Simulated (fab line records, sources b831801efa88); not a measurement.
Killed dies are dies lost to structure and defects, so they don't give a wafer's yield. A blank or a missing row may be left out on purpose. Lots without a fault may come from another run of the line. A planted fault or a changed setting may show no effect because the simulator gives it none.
Split-lot experiment | flow gf180mcu | 5 lots, 23 wafers read, on a route of 602 steps

THE SPLIT
At GF_STI_OXIDATION_29 (stabilise 600 s, purge 300 s, target thk 10 nm), the setting ox_time_s was moved away from the recipe's 1418 s on 15 of the 23 wafers read, by -5.2% to +10.6%. The other wafers ran this setting at the recipe's value.

The file shows no step between the split and the reading.

THE READING
STI_OXIDATION_02_THK, in nm, at GF_STI_THK_MEAS_30. Fault-free wafers of this fab line usually give 10.06 nm, standard deviation 0.13 nm.

wafer  | tool, chamber at the split | ox_time_s as run, s | against the recipe | STI_OXIDATION_02_THK, nm | against lot-mates on the recipe
L075.1 | -, -                       | 1344                | -5.2%              | 9.71                     | no lot-mate on the recipe
L075.2 | -, -                       | 1344                | -5.2%              | 9.81                     | no lot-mate on the recipe
L075.3 | -, -                       | 1344                | -5.2%              | 9.74                     | no lot-mate on the recipe
L075.5 | -, -                       | 1344                | -5.2%              | 9.94                     | no lot-mate on the recipe
L075.6 | -, -                       | 1344                | -5.2%              | 9.77                     | no lot-mate on the recipe
L076.1 | -, -                       | 1569                | +10.6%             | 10.74                    | no lot-mate on the recipe
L076.2 | -, -                       | 1569                | +10.6%             | 10.85                    | no lot-mate on the recipe
L076.3 | -, -                       | 1569                | +10.6%             | 10.78                    | no lot-mate on the recipe
L076.5 | -, -                       | 1569                | +10.6%             | 10.71                    | no lot-mate on the recipe
L076.6 | -, -                       | 1569                | +10.6%             | 10.72                    | no lot-mate on the recipe
L079.1 | -, -                       | 1418                | recipe             | 10.08                    | -
L079.2 | -, -                       | 1418                | recipe             | 10.19                    | -
L079.3 | -, -                       | 1418                | recipe             | 10.20                    | -
L079.4 | -, -                       | 1418                | recipe             | 9.98                     | -
L079.5 | -, -                       | 1418                | recipe             | 10.13                    | -
L080.1 | furnace-02, 0              | 1418                | recipe             | 10.06                    | -
L080.2 | furnace-02, 0              | 1418                | recipe             | 10.30                    | -
L080.6 | furnace-02, 0              | 1418                | recipe             | 10.12                    | -
L085.1 | -, -                       | 1506                | +6.2%              | 10.45                    | no lot-mate on the recipe
L085.2 | -, -                       | 1506                | +6.2%              | 10.35                    | no lot-mate on the recipe
L085.4 | -, -                       | 1506                | +6.2%              | 10.32                    | no lot-mate on the recipe
L085.5 | -, -                       | 1506                | +6.2%              | 10.43                    | no lot-mate on the recipe
L085.6 | -, -                       | 1506                | +6.2%              | 10.43                    | no lot-mate on the recipe

THE FIT
A straight line over all 23 wafers: STI_OXIDATION_02_THK changes by +0.058 nm for each +1% of ox_time_s; r = +0.97; the points scatter about the line by 0.088 nm.
Too few moved wafers have a lot-mate on the recipe to fit a line with each lot's own level taken away.

THE WHOLE CHAIN: every reading that the file lists as answering this split, in the file's order
step                | what it does                                   | reading                                                                          | change (the file's fit)                | r (the file's)
GF_STI_OXIDATION_29 | stabilise 600 s, purge 300 s, target thk 10 nm | SiO2_of_STI_OXIDATION_29.thk_nm (the simulator's own value, which no gauge read) | +0.0566 nm for each +1% of the setting | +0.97
GF_STI_THK_MEAS_30  |                                                | STI_OXIDATION_02_THK                                                             | +0.0581 for each +1% of the setting    | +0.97

THE FILE'S OWN FIT
STI_OXIDATION_02_THK changes by +0.0581 nm for each +1% of ox_time_s, r = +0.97.
